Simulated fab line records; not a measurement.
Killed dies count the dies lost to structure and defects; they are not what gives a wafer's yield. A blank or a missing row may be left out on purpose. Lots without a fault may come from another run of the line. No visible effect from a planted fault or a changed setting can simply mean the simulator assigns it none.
The tool behind it: which one? | flow gf180mcu | Sampling: 14 lots, 42 wafers, 5 of 602 route steps

## WHAT EACH GAUGE READ, for each wafer
GF_MVPSD_OVL_MEAS_07.
lot  | measured     | on         | MVPSD_OVL (nm)
L781 | day 5 06:15  | overlay-02 | -1.0 -2.1 -2.7
L783 | day 5 15:50  | overlay-01 | -1.9 -0.7 -1.6
L785 | day 6 05:15  | overlay-02 | -0.3 -2.6 -0.8
L786 | day 6 11:57  | overlay-01 | -0.9 -1.1 0.7
L787 | day 6 22:54  | overlay-02 | -0.8 -0.2 0.8
L788 | day 7 00:09  | overlay-02 | -2.0 -0.5 0.9
L790 | day 7 16:23  | overlay-02 | 1.3 0.7 1.4
L791 | day 7 22:38  | overlay-01 | -1.2 -2.0 -3.0
L793 | day 8 08:30  | overlay-02 | 1.0 -0.7 0.9
L799 | day 9 17:19  | overlay-02 | 0.0 0.1 -0.3
L800 | day 9 23:45  | overlay-02 | 0.9 1.7 0.1
L801 | day 10 09:09 | overlay-01 | -1.7 -1.3 -2.3
L802 | day 10 16:11 | overlay-01 | 0.8 0.9 1.4
L803 | day 10 18:33 | overlay-02 | -0.7 -0.4 -1.3

GF_VT_IMPLANT_RS_MEAS_49: uses a four-point probe to measure.
lot  | measured     | on           | MVPSD_RS (ohm/sq)
L781 | day 7 20:31  | filmMetro-03 | 1168 1165 1166
L783 | day 8 05:53  | filmMetro-01 | 1169 1167 1168
L785 | day 8 20:54  | filmMetro-01 | 1170 1166 1169
L786 | day 9 05:22  | filmMetro-04 | 1169 1168 1169
L787 | day 9 16:22  | filmMetro-03 | 1167 1167 1170
L788 | day 9 17:52  | filmMetro-01 | 1177 1175 1175
L790 | day 10 12:07 | filmMetro-01 | 1172 1174 1173
L791 | day 10 19:41 | filmMetro-01 | 1172 1173 1172
L793 | day 11 06:55 | filmMetro-03 | 1165 1166 1161
L799 | day 12 21:49 | filmMetro-01 | 1202 1202 1203
L800 | day 13 03:52 | filmMetro-01 | 1170 1169 1170
L801 | day 13 16:03 | filmMetro-03 | 1166 1164 1165
L802 | day 13 23:27 | filmMetro-04 | 1191 1192 1196
L803 | day 14 02:08 | filmMetro-03 | 1192 1191 1195

GF_HV_LDD_THK_MEAS_57.
lot  | measured     | on           | HV_LDD_CVD_56_THK (nm)
L781 | day 12 16:03 | filmMetro-01 | 91.7 91.5 91.5
L783 | day 13 06:36 | filmMetro-04 | 90.8 91.6 90.8
L785 | day 14 01:19 | filmMetro-03 | 91.6 90.5 91.9
L786 | day 14 11:01 | filmMetro-01 | 91.6 91.5 90.5
L787 | day 15 01:07 | filmMetro-03 | 91.0 90.3 90.1
L788 | day 15 02:34 | filmMetro-01 | 89.0 89.6 89.7
L790 | day 15 23:00 | filmMetro-03 | 89.8 89.9 90.0
L791 | day 16 07:32 | filmMetro-03 | 89.8 89.3 89.7
L793 | day 16 19:24 | filmMetro-03 | 90.6 90.9 90.4
L799 | day 18 22:08 | filmMetro-04 | 89.9 89.8 90.2
L800 | day 19 06:25 | filmMetro-04 | 90.8 90.4 89.8
L801 | day 19 20:27 | filmMetro-04 | 90.3 91.2 90.9
L802 | day 20 08:06 | filmMetro-03 | 90.5 90.3 89.5
L803 | day 20 09:31 | filmMetro-01 | 91.2 91.0 90.8

GF_PSD_OVL_MEAS_08.
lot  | measured     | on         | PSD_OVL (nm)
L781 | day 14 09:07 | overlay-01 | -2.3 -1.4 -2.2
L783 | day 15 00:11 | overlay-02 | 0.0 -0.4 -0.5
L785 | day 15 19:45 | overlay-02 | 0.1 -2.1 0.5
L786 | day 16 06:28 | overlay-01 | 0.0 0.2 -0.3
L787 | day 16 19:52 | overlay-02 | -0.9 -1.6 -1.9
L788 | day 16 20:37 | overlay-01 | -1.1 -1.1 -1.1
L790 | day 17 18:10 | overlay-02 | -0.7 -0.8 -0.6
L791 | day 18 03:31 | overlay-01 | -3.5 -4.9 -4.8
L793 | day 18 15:32 | overlay-01 | -2.8 -1.3 -1.8
L799 | day 20 22:51 | overlay-01 | -0.2 -1.4 -0.3
L800 | day 21 06:13 | overlay-02 | -1.1 -2.7 -0.5
L801 | day 21 21:11 | overlay-01 | -0.1 -1.0 0.3
L802 | day 22 08:26 | overlay-01 | 1.4 1.8 1.0
L803 | day 22 09:40 | overlay-02 | -0.4 -1.2 0.2

## WHICH TOOL RAN EACH LOT (tool, then ch and the chambers of the sampled wafers, then the start)
lot  | GF_MVPSD_IMPLANT_08
L781 | implanter-01 ch 0, day 5 06:20
L783 | implanter-03 ch 0, day 5 15:53
L785 | implanter-01 ch 0, day 6 05:18
L786 | implanter-03 ch 0, day 6 12:00
L787 | implanter-01 ch 0, day 6 23:00
L788 | implanter-03 ch 0, day 7 00:14
L790 | implanter-02 ch 0, day 7 16:27
L791 | implanter-01 ch 0, day 7 22:40
L793 | implanter-03 ch 0, day 8 08:33
L799 | implanter-03 ch 0, day 9 17:23
L800 | implanter-02 ch 0, day 9 23:50
L801 | implanter-02 ch 0, day 10 09:13
L802 | implanter-03 ch 0, day 10 16:15
L803 | implanter-03 ch 0, day 10 18:35
- GF_MVPSD_IMPLANT_08

## AS READ BY THE TOOLS THEMSELVES (means over the sampled wafers that have a number; for cases with no such wafer, the mark the record gives instead)
GF_MVPSD_IMPLANT_08.
lot  | tool         | beamEnergyKeV | tiltDeg (degrees)
L781 | implanter-01 | 170.06        | -0.019
L783 | implanter-03 | 170.04        | -0.032
L785 | implanter-01 | 170.00        | 0.009
L786 | implanter-03 | 170.00        | -0.009
L787 | implanter-01 | 170.01        | 0.002
L788 | implanter-03 | 170.02        | -0.004
L790 | implanter-02 | 170.02        | 0.008
L791 | implanter-01 | 170.02        | -0.014
L793 | implanter-03 | 170.04        | 0.032
L799 | implanter-03 | 151.51        | -0.004
L800 | implanter-02 | 169.96        | -0.009
L801 | implanter-02 | 169.96        | -0.036
L802 | implanter-03 | 151.52        | -0.017
L803 | implanter-03 | 151.45        | -0.015

## THE ANSWER, worked out from the rows above alone
Rule: what is usual is taken from the lots themselves. The widest of any qualifying gaps counts: lots, ordered by their means at a reading, are off when they make up no more than a third of the lots, leave a main group of 4 or more, and stand apart from it by 3 or more times the standard deviation of that group's means. Not used: any main group whose means are identical at the precision the tables above print for the reading. Also off: a lot with no number at a reading for which 4 or more lots have one. All remaining lots with rows at the step are treated as sound. After the gauges, taken in route order, come the tools' own readings; for these a lot's mean is taken, as printed above. The first step at which some lot is off is used, and at that step the reading that is off furthest; a lot without a number counts as furthest.
Off: L799, L802, L803, at GF_VT_IMPLANT_RS_MEAS_49 (MVPSD_RS). The main group has a mean of 1169 ohm/sq with a standard deviation of 3.3.
If a tool, at a process step before that reading, ran all the lots that are off and no sound lot after the first of them, it fits. Not tried: the gauges at GF_VT_IMPLANT_RS_MEAS_49; whatever is off there is also off at GF_MVPSD_IMPLANT_08, on other tools, and gauge error can't account for it. One candidate fits, namely implanter-03 at GF_MVPSD_IMPLANT_08. A fault onset in the window from L793 (day 8 08:33, its last sound lot) to L799 (day 9 17:23, its first lot off) fits.
On the lots that are off, the tool's own readings at GF_MVPSD_IMPLANT_08 differ by more than 5 times the standard deviation of the sound lots' means, which bears it out; beamEnergyKeV reads 151.49 there versus 170.01 on the sound lots.

## WHAT HAD BEEN PUT IN BY THE SIMULATOR
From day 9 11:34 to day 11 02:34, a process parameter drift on implanter-03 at GF_MVPSD_IMPLANT_08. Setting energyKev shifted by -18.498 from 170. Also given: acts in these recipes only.
Shown lots that were struck: L799, L802, L803. Same finding as the rule above.
